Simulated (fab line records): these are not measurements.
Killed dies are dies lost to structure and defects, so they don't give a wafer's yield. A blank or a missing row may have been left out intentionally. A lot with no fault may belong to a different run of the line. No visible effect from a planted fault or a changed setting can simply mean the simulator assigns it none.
fab line records -- flow sky130
record: lots: 5, wafers: 15, last_day: 48
route steps=708 shown LI_CONTACT@373
lots untouched by any fault: they come from a run of this same line in which no faults occurred
start_h: hours from the record's first day to the start of the lot's first wafer shown -- wait_h: how many hours have passed since the lot's step before this one -- " unchanged from the row above -- L1.1+2: a row that stands for several wafers -- - value missing, or start not given -- * or withheld: withheld -- < > ~ a bound
route shown NAME@n: names a module that has steps shown in the file, with the first one's number in the route -- usual: average and standard deviation across the fault-free wafers -- same: alike in all rows -- chamber/n: place in a boat -- sites: each site's reading -- _std_site: standard deviation across them -- _edge_site: outer sites' mean less inner sites' -- radius_mm: for every site, how far away it sits from the centre of the wafer -- mask NAME#n: copy n -- behind: the most recent tool/chamber to have shaped the wafer -- hold: the reason the lot was held/the length of the hold in hours/how it ended -- device: transistor that didn't switch, given as n, p or np -- end of line: tests of these same wafers at the route's end -- a step without rows: its recipe alone -- killed: at the first sort, the dies lost to defects and structure; wafer yield is something else -- map: dies across one wafer; x = killed, . = not, _ = none there
set.NAME: the run value of the setting; set.NAME@STEP: its run value at that earlier step -- model.NAME: the simulator's own value behind a step, which no gauge read
lots at some steps of the route; a table a step, a row a wafer
services: a tool's chamber out of use, with start hour (start_h, from the record's first day; less than 0 if before it), hours out, and reason
== steps ==
step: SKY_LI_CONTACT_DEVELOP_11
recipe: develop_time_s: 60, resist: KrF-thick, dev_temp_c: 21
lot.wafer,tool,chamber,start_h,wait_h
L074.1+4+6,litho_track-01,0,-,-
L078.3+5+6,litho_track-04,0,-,-
L082.1+2+4,litho_track-02,0,-,-
L088.2+4+5,litho_track-02,0,-,-
L089.3+4+5,litho_track-04,0,-,-
step: SKY_LI_CONTACT_CD_MEAS_12
recipe: target_cd_nm: 170
usual: cd_nm: 169.9/1.2
lot.wafer,tool,chamber,start_h,wait_h,cd_nm
L074.1,cd_sem-02,-,689.30,-,170.4
L074.4,cd_sem-02,-,689.30,-,169.2
L074.6,cd_sem-02,-,689.30,-,170.4
L078.3,cd_sem-01,-,701.57,-,170.7
L078.5,cd_sem-01,-,701.57,-,171.2
L078.6,cd_sem-01,-,701.57,-,168.7
L082.1,cd_sem-02,-,738.22,-,169.6
L082.2,cd_sem-02,-,738.22,-,167.7
L082.4,cd_sem-02,-,738.22,-,168.1
L088.2,cd_sem-02,-,789.79,-,169.0
L088.4,cd_sem-02,-,789.79,-,169.3
L088.5,cd_sem-02,-,789.79,-,168.9
L089.3,cd_sem-01,-,795.02,-,169.5
L089.4,cd_sem-01,-,795.02,-,171.7
L089.5,cd_sem-01,-,795.02,-,170.8
step: SKY_LI_CONTACT_OVL_MEAS_13
usual: LI_CONTACT_OVL: -1/5.5
lot.wafer,tool,chamber,start_h,wait_h,LI_CONTACT_OVL[nm]
L074.1,overlay-01,-,689.42,0.1,5
L074.4,overlay-01,-,689.42,0.1,5
L074.6,overlay-01,-,689.42,0.1,1
L078.3,overlay-02,-,701.66,0.1,-14
L078.5,overlay-02,-,701.66,0.1,-12
L078.6,overlay-02,-,701.66,0.1,-10
L082.1,overlay-02,-,738.34,0.1,-2
L082.2,overlay-02,-,738.34,0.1,-2
L082.4,overlay-02,-,738.34,0.1,5
L088.2,overlay-02,-,789.89,0.1,5
L088.4,overlay-02,-,789.89,0.1,-2
L088.5,overlay-02,-,789.89,0.1,-1
L089.3,overlay-02,-,795.11,0.1,2
L089.4,overlay-02,-,795.11,0.1,-2
L089.5,overlay-02,-,795.11,0.1,4
step: SKY_LI_CONTACT_ETCH_14
recipe: chemistry: N2/H2, target: BARC, ion_energy_ev: 200, source_w: 500, bias_w: 100, pressure_mtorr: 30, n2_flow_sccm: 100, h2_flow_sccm: 200, stop_on: SiO2, time_s: 45.9, target_depth_a: 600
usual: drypump_motor_current_A: 5.7/0.51, oes_product_au: 0.854/0.005, throttle_valve_pct: 13.225/0.0097
lot.wafer,tool,chamber,start_h,wait_h,drypump_motor_current_A,oes_product_au,rf_hours_counter_h,throttle_valve_pct
L074.1,rie_diel-02,3,689.46,0.0,6.2,0.857,12,13.229
L074.4,rie_diel-02,0,689.46,0.0,5.9,0.858,2,13.223
L074.6,rie_diel-02,0,689.46,0.0,5.9,0.856,-,13.235
L078.3,rie_diel-03,3,701.68,0.0,5.4,0.863,2,13.216
L078.5,rie_diel-03,1,701.68,0.0,5.7,0.845,-,13.233
L078.6,rie_diel-03,2,701.68,0.0,5.7,0.861,-,13.236
L082.1,rie_diel-01,0,738.37,0.0,6.5,0.854,9,13.216
L082.2,rie_diel-01,3,738.37,0.0,5.3,0.854,4,13.213
L082.4,rie_diel-01,2,738.37,0.0,5.3,0.848,-,13.249
L088.2,rie_diel-03,0,789.92,0.0,6.2,0.856,6,13.223
L088.4,rie_diel-03,2,789.92,0.0,5.7,0.859,18,13.230
L088.5,rie_diel-03,0,789.92,0.0,6.2,0.858,-,13.222
L089.3,rie_diel-01,2,795.13,0.0,5.3,0.850,17,13.236
L089.4,rie_diel-01,0,795.13,0.0,6.5,0.845,11,13.237
L089.5,rie_diel-01,0,795.13,0.0,6.5,0.852,-,13.226
step: SKY_LI_CONTACT_ETCH_15
recipe: target: PSG, chemistry: C4F8/O2/Ar, stop_on: Si, taper_deg: 4.15, mask_material: KrF-thick, source_w: 1500, bias_w: 1200, pressure_mtorr: 40, c4f8_flow_sccm: withheld, O2_flow_sccm: 6, Ar_flow_sccm: 300, time_s: withheld, target_depth_a: 6000
usual: oes_product_au: 0.837/0.0047
lot.wafer,tool,chamber,start_h,wait_h,oes_product_au
L074.1,rie_diel-02,3,689.50,0.0,0.833
L074.4,rie_diel-02,0,689.50,0.0,0.832
L074.6,rie_diel-02,0,689.50,0.0,0.836
L078.3,rie_diel-03,3,701.73,0.0,0.836
L078.5,rie_diel-03,1,701.73,0.0,0.833
L078.6,rie_diel-03,2,701.73,0.0,0.834
L082.1,rie_diel-01,0,738.41,0.0,0.835
L082.2,rie_diel-01,3,738.41,0.0,0.844
L082.4,rie_diel-01,2,738.41,0.0,0.834
L088.2,rie_diel-03,0,789.96,0.0,0.834
L088.4,rie_diel-03,2,789.96,0.0,0.832
L088.5,rie_diel-03,0,789.96,0.0,0.833
L089.3,rie_diel-01,2,795.18,0.0,0.837
L089.4,rie_diel-01,0,795.18,0.0,0.837
L089.5,rie_diel-01,0,795.18,0.0,0.824
step: SKY_LI_CONTACT_STRIP_16
recipe: chemistry: O2/N2, power_w: 1400, pressure_mtorr: 1500, platen_temp_c: withheld, o2_flow_sccm: 3000, n2_flow_sccm: 300, overash_fraction: 0.5
usual: drypump_motor_current_A: 5.5/0.46, oes_product_au: 0.377/0.0052, strip_time_to_endpoint_s: 3.54/0.036
lot.wafer,tool,chamber,start_h,wait_h,drypump_motor_current_A,oes_product_au,rf_hours_counter_h,strip_time_to_endpoint_s
L074.1,plasma_asher-01,1,689.59,-,6.1,0.379,101,3.48
L074.4,plasma_asher-01,1,689.59,-,6.1,0.368,-,3.48
L074.6,plasma_asher-01,1,689.59,-,6.0,0.381,-,3.50
L078.3,plasma_asher-04,0,701.85,-,5.5,0.386,-,3.54
L078.5,plasma_asher-04,1,701.85,-,4.9,0.376,-,3.56
L078.6,plasma_asher-04,0,701.85,-,5.4,0.382,-,3.58
L082.1,plasma_asher-03,1,738.50,-,5.3,0.383,28,3.57
L082.2,plasma_asher-03,0,738.50,-,5.1,0.386,28,3.57
L082.4,plasma_asher-03,0,738.50,-,5.1,0.380,-,3.49
L088.2,plasma_asher-03,0,790.05,-,5.1,0.381,34,3.52
L088.4,plasma_asher-03,1,790.05,-,5.3,0.372,-,3.56
L088.5,plasma_asher-03,1,790.05,-,5.3,0.373,-,3.53
L089.3,plasma_asher-03,0,795.30,-,5.1,0.375,-,3.49
L089.4,plasma_asher-03,1,795.30,-,5.3,0.380,-,3.53
L089.5,plasma_asher-03,0,795.30,-,5.1,0.376,-,3.52
step: SKY_LI_CONTACT_CLEAN_17
recipe: chemistry: NMP, time_s: 600, temp_c: 60, dry: n2_spin
lot.wafer,tool,chamber,start_h,wait_h
L074.1+4+6,wet_bench-01,1,689.69,0.1
L078.3+5+6,wet_bench-04,3,701.91,0.0
L082.1+2+4,wet_bench-04,1,738.60,0.1
L088.2+4+5,wet_bench-03,1,790.15,0.1
L089.3+4+5,wet_bench-04,3,795.36,0.0
step: SKY_LI_CONTACT_PRE_CLEAN_18
recipe: gas: Ar, time_s: 5.6, bias_v: 358
lot.wafer,tool,chamber,start_h,wait_h
L074.1+4+6,pvd_sputter-04,-,689.86,0.0
L078.3+5+6,pvd_sputter-03,-,702.09,0.0
L082.1+2+4,pvd_sputter-02,-,738.78,0.0
L088.2+4+5,pvd_sputter-02,-,790.33,0.0
L089.3+4+5,pvd_sputter-02,-,795.54,0.0
step: SKY_LI_CONTACT_SPUTTER_19
recipe: material: Ti, target_thk_nm: 20, chamber_pressure_pa: 5, power_w: 2500, substrate_temp_c: 200, time_s: 106.37
usual: throttle_valve_pct: 29.7/1.2
lot.wafer,tool,chamber,start_h,wait_h,throttle_valve_pct
L074.1,pvd_sputter-04,-,689.88,0.0,31.5
L074.4,pvd_sputter-04,-,689.88,0.0,29.4
L074.6,pvd_sputter-04,-,689.88,0.0,31.5
L078.3,pvd_sputter-03,-,702.11,0.0,30.0
L078.5,pvd_sputter-03,-,702.11,0.0,30.0
L078.6,pvd_sputter-03,-,702.11,0.0,30.4
L082.1,pvd_sputter-02,-,738.79,0.0,30.1
L082.2,pvd_sputter-02,-,738.79,0.0,29.5
L082.4,pvd_sputter-02,-,738.79,0.0,27.0
L088.2,pvd_sputter-02,-,790.34,0.0,29.8
L088.4,pvd_sputter-02,-,790.34,0.0,29.4
L088.5,pvd_sputter-02,-,790.34,0.0,26.8
L089.3,pvd_sputter-02,-,795.56,0.0,29.4
L089.4,pvd_sputter-02,-,795.56,0.0,29.7
L089.5,pvd_sputter-02,-,795.56,0.0,29.7
step: SKY_LI_CONTACT_SPUTTER_20
recipe: material: TiN, target_thk_nm: 20, chamber_pressure_pa: 5, power_w: 4000, time_s: 80
usual: throttle_valve_pct: 29.8/1.2
lot.wafer,tool,chamber,start_h,wait_h,throttle_valve_pct
L074.1,pvd_sputter-04,-,689.96,0.0,31.3
L074.4,pvd_sputter-04,-,689.96,0.0,29.5
L074.6,pvd_sputter-04,-,689.96,0.0,31.6
L078.3,pvd_sputter-03,-,702.18,0.0,30.1
L078.5,pvd_sputter-03,-,702.18,0.0,29.7
L078.6,pvd_sputter-03,-,702.18,0.0,30.6
L082.1,pvd_sputter-02,-,738.87,0.0,29.9
L082.2,pvd_sputter-02,-,738.87,0.0,29.7
L082.4,pvd_sputter-02,-,738.87,0.0,26.7
L088.2,pvd_sputter-02,-,790.42,0.0,30.1
L088.4,pvd_sputter-02,-,790.42,0.0,29.5
L088.5,pvd_sputter-02,-,790.42,0.0,26.9
L089.3,pvd_sputter-02,-,795.63,0.0,29.4
L089.4,pvd_sputter-02,-,795.63,0.0,29.9
L089.5,pvd_sputter-02,-,795.63,0.0,29.6
== services ==
tool,chamber,start_h,hours,kind
plasma_asher-03,-,665.71,0.6,repair
plasma_asher-03,-,666.26,2.8,pm
plasma_asher-03,-,670.87,1.4,repair
rie_diel-03,3,671.44,4.5,repair
pvd_sputter-03,2,707.06,-,consumable_replace:kit
pvd_sputter-03,2,707.06,18.0,scheduled_down
pvd_sputter-03,2,707.06,18.0,vent_cycle
rie_diel-01,3,707.12,5.3,repair
pvd_sputter-02,-,717.61,0.6,repair
rie_diel-01,1,725.79,14.4,repair
plasma_asher-01,-,733.75,9.0,pm
plasma_asher-01,0,733.75,9.0,vent_cycle
plasma_asher-01,1,733.75,9.0,vent_cycle
plasma_asher-01,0,742.75,-,clean
plasma_asher-01,1,742.75,-,clean
rie_diel-03,2,743.67,3.1,repair
rie_diel-02,3,750.44,2.4,repair
pvd_sputter-03,-,751.67,0.5,repair
plasma_asher-01,-,753.33,0.5,repair
rie_diel-01,0,757.15,8.7,repair
rie_diel-02,3,759.89,5.4,repair
plasma_asher-04,-,761.79,11.5,repair
rie_diel-03,2,774.95,2.6,repair
rie_diel-03,-,791.97,2.2,repair
== key ==
fault none
